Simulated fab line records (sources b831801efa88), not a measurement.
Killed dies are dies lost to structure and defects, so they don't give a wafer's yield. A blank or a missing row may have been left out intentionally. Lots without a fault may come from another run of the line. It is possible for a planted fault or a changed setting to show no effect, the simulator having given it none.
2 desks, one fault + flow sfq-line + what lay behind the numbers comes last; until then each desk has only its own

TOOL OWNER'S DESK, pvd-sputter-06
The tool's own readings at SFQ_TRILAYER_JJ_TRILAYER_DEP_SPUTTER_112 (material Nb, target thk 170 nm, time 113.3 s): means of the sampled wafers that have a number, for each lot that ran on this tool. A lot is out of limits, marked OUT, if its mean lies more than 4 standard deviations from the usual mean; the brackets give that distance.
Columns: A = cathode-dc-power-W at SFQ_TRILAYER_JJ_TRILAYER_DEP_SPUTTER_112, usual 2000.0 W; B = substrate-temp-c at SFQ_TRILAYER_JJ_TRILAYER_DEP_SPUTTER_112, usual 19.98 C; C = throttle-valve-pct at SFQ_TRILAYER_JJ_TRILAYER_DEP_SPUTTER_112, usual 30.0 %
| lot  | first seen here | A                        | B     | C    |
|------|-----------------|--------------------------|-------|------|
| L237 | day 53 15:04    | 2000.1                   | 19.86 | 30.9 |
| L239 | day 53 21:04    | 1999.9                   | 19.95 | 30.9 |
| L241 | day 55 15:01    | 2000.0                   | 20.08 | 30.6 |
| L244 | day 55 21:59    | 2000.1                   | 19.90 | 30.7 |
| L250 | day 56 12:47    | 2294.9 (+99 or more) OUT | 19.91 | 30.7 |
| L252 | day 57 02:07    | 2294.9 (+99 or more) OUT | 20.00 | 30.7 |
| L259 | day 69 22:32    | 2000.0                   | 20.00 | 30.8 |
This desk finds L250, L252 out of limits, L250 being first, at day 56 12:47 (cathode-dc-power-W at SFQ_TRILAYER_JJ_TRILAYER_DEP_SPUTTER_112). L237, L239, L241, L244, L259 stayed within limits.

METROLOGY DESK
Lot by lot, what the gauges showed, no matter which tool ran the lot: averages of those sampled wafers that carry a number. A lot is out of limits, marked OUT, if its mean lies more than 4 standard deviations from the usual mean; the brackets give that distance.
Columns: A = I1_BOW at SFQ_I1_BOW_MEAS_912, usual 2 um; B = JJ_NB_RS at SFQ_JJ_RS_MEAS_929, usual 1.048 ohm/sq; C = R5_OVL at SFQ_R5_OVL_MEAS_935, usual 0 nm
| lot  | first seen here | A  | B               | C   |
|------|-----------------|----|-----------------|-----|
| L236 | day 24 01:51    | -4 | 1.041           | 6   |
| L237 | day 24 10:50    | 8  | 1.043           | -6  |
| L238 | day 25 07:13    | 4  | 1.043           | 2   |
| L239 | day 25 16:37    | 5  | 1.062           | -1  |
| L240 | day 26 02:51    | 6  | 1.046           | 0   |
| L241 | day 26 12:28    | 4  | 1.045           | -4  |
| L244 | day 28 00:28    | -1 | 1.046           | 0   |
| L249 | day 29 10:02    | 9  | 1.049           | 3   |
| L250 | day 29 22:04    | 4  | 0.916 (-13) OUT | 5   |
| L252 | day 30 08:51    | -1 | 0.916 (-13) OUT | -1  |
| L256 | day 32 04:20    | -7 | 1.030           | -14 |
| L257 | day 32 18:37    | 4  | 1.035           | -1  |
| L258 | day 33 07:46    | 0  | 1.027           | 4   |
| L259 | day 33 16:46    | 7  | 1.061           | 2   |
This desk's result: L250, L252 out of limits, first on L250 (JJ_NB_RS at SFQ_JJ_RS_MEAS_929), day 56 12:54. L236, L237, L238, L239, L240, L241, L244, L249, L256, L257, L258, L259 stayed within limits.

ALL TOGETHER
The tool owner's desk could have raised an alarm at day 56 12:47, on L250, L252.
Metrology desk: alarm possible at day 56 12:54 on L250, L252.
All the named lots went through SFQ_TRILAYER_JJ_TRILAYER_DEP_SPUTTER_112 on pvd-sputter-06.

WHAT HAD BEEN PUT IN BY THE SIMULATOR
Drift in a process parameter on pvd-sputter-06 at SFQ_TRILAYER_JJ_TRILAYER_DEP_SPUTTER_112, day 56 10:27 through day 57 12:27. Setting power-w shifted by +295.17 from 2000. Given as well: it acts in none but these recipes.
Shown lots that were struck: L250, L252.
Hours from the fault's start to each desk's first reading out of limits: the tool owner's desk, 2; the metrology desk, 2.
